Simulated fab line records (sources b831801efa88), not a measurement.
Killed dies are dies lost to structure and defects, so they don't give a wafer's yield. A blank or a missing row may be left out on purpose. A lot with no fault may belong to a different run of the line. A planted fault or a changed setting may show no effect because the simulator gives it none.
Chamber matching || flow sky130 || SKY_POLY_GATE_ETCH_15 on rieDiel-03: 4 sister chambers
The step etches BARC in N2/H2, stops on SiO2, time 118.5 s, target depth 110 nm. 14 wafers are shown with their chamber, then 7 later ones without.

## WAFERS PAIRED WITH THEIR CHAMBERS
{"wafer": "L156.1", "chamber": 3, "throttleValvePct (%)": 13.211, "oesProductAu (a.u.)": 0.713, "biasW (W)": 99.77}
{"wafer": "L156.3", "chamber": 0, "throttleValvePct (%)": 13.201, "oesProductAu (a.u.)": 0.715, "biasW (W)": 99.38}
{"wafer": "L156.5", "chamber": 1, "throttleValvePct (%)": 13.224, "oesProductAu (a.u.)": 0.708, "biasW (W)": 99.64}
{"wafer": "L164.2", "chamber": 1, "throttleValvePct (%)": 13.205, "oesProductAu (a.u.)": 0.719, "biasW (W)": 100.04}
{"wafer": "L164.4", "chamber": 2, "throttleValvePct (%)": 13.203, "oesProductAu (a.u.)": 0.717, "biasW (W)": 100.36}
{"wafer": "L164.5", "chamber": 2, "throttleValvePct (%)": 13.198, "oesProductAu (a.u.)": 0.725, "biasW (W)": 100.19}
{"wafer": "L167.1", "chamber": 0, "throttleValvePct (%)": 13.220, "oesProductAu (a.u.)": 0.719, "biasW (W)": 100.17}
{"wafer": "L167.5", "chamber": 1, "throttleValvePct (%)": 13.207, "oesProductAu (a.u.)": 0.710, "biasW (W)": 99.79}
{"wafer": "L167.6", "chamber": 2, "throttleValvePct (%)": 13.206, "oesProductAu (a.u.)": 0.717, "biasW (W)": 99.81}
{"wafer": "L168.1", "chamber": 1, "throttleValvePct (%)": 13.218, "oesProductAu (a.u.)": 0.724, "biasW (W)": 99.53}
{"wafer": "L168.5", "chamber": 0, "throttleValvePct (%)": 13.208, "oesProductAu (a.u.)": 0.718, "biasW (W)": 99.21}
{"wafer": "L168.6", "chamber": 3, "throttleValvePct (%)": 13.217, "oesProductAu (a.u.)": 0.712, "biasW (W)": 100.09}
{"wafer": "L169.1", "chamber": 1, "throttleValvePct (%)": 13.208, "oesProductAu (a.u.)": 0.723, "biasW (W)": 99.71}
{"wafer": "L169.2", "chamber": 0, "throttleValvePct (%)": 13.209, "oesProductAu (a.u.)": 0.714, "biasW (W)": 99.86}

SIGNATURES (means of the wafers above)
{"reading": "throttleValvePct", "chamber 0": 13.20950, "chamber 1": 13.21240, "chamber 2": 13.20233, "chamber 3": 13.21400, "scatter within a chamber": 0.00711}
{"reading": "oesProductAu", "chamber 0": 0.71650, "chamber 1": 0.71680, "chamber 2": 0.71967, "chamber 3": 0.71250, "scatter within a chamber": 0.00528}
{"reading": "biasW", "chamber 0": 99.6550, "chamber 1": 99.7420, "chamber 2": 100.1200, "chamber 3": 99.9300, "scatter within a chamber": 0.306}
Rule: for each reading, subtract the chamber's mean from the wafer's reading, divide by that reading's scatter and square the result; add these up over the readings and take the root, which gives the wafer's distance from the chamber. If the next closest chamber is less than 2 further off than the closest, the wafer can't be placed; otherwise it belongs to the closest. The scatter: take each reading less its chamber's mean, square it, sum over the shown wafers, divide by the number of wafers less the number of chambers, and take the root.

## WAFERS WITHOUT THEIR CHAMBER
{"wafer": "L169.5", "throttleValvePct (%)": 13.229, "oesProductAu (a.u.)": 0.716, "biasW (W)": 100.19}
{"wafer": "L170.2", "throttleValvePct (%)": 13.202, "oesProductAu (a.u.)": 0.718, "biasW (W)": 100.12}
{"wafer": "L170.3", "throttleValvePct (%)": 13.208, "oesProductAu (a.u.)": 0.718, "biasW (W)": 100.31}
{"wafer": "L170.4", "throttleValvePct (%)": 13.205, "oesProductAu (a.u.)": 0.711, "biasW (W)": 100.17}
{"wafer": "L171.3", "throttleValvePct (%)": 13.213, "oesProductAu (a.u.)": 0.717, "biasW (W)": 99.64}
{"wafer": "L171.4", "throttleValvePct (%)": 13.220, "oesProductAu (a.u.)": 0.725, "biasW (W)": 99.91}
{"wafer": "L171.5", "throttleValvePct (%)": 13.211, "oesProductAu (a.u.)": 0.716, "biasW (W)": 100.36}

## EACH ONE'S CHAMBER
{"wafer": "L169.5", "from the rows above": "can't be placed: 3 or 1 or 0 or 2", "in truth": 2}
{"wafer": "L170.2", "from the rows above": "can't be placed: 2 or 0 or 1 or 3", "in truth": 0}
{"wafer": "L170.3", "from the rows above": "can't be placed: 2 or 3 or 1 or 0", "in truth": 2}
{"wafer": "L170.4", "from the rows above": "can't be placed: 3 or 2 or 1 or 0", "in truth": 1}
{"wafer": "L171.3", "from the rows above": "can't be placed: 1 or 0 or 3 or 2", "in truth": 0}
{"wafer": "L171.4", "from the rows above": "can't be placed: 1 or 0 or 3 or 2", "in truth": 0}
{"wafer": "L171.5", "from the rows above": "can't be placed: 2 or 3 or 1 or 0", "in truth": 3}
0 of 7 placed correctly. From these rows, 7 cannot be placed; in 7 the true chamber is one of the candidates. Wrongly placed: 0.
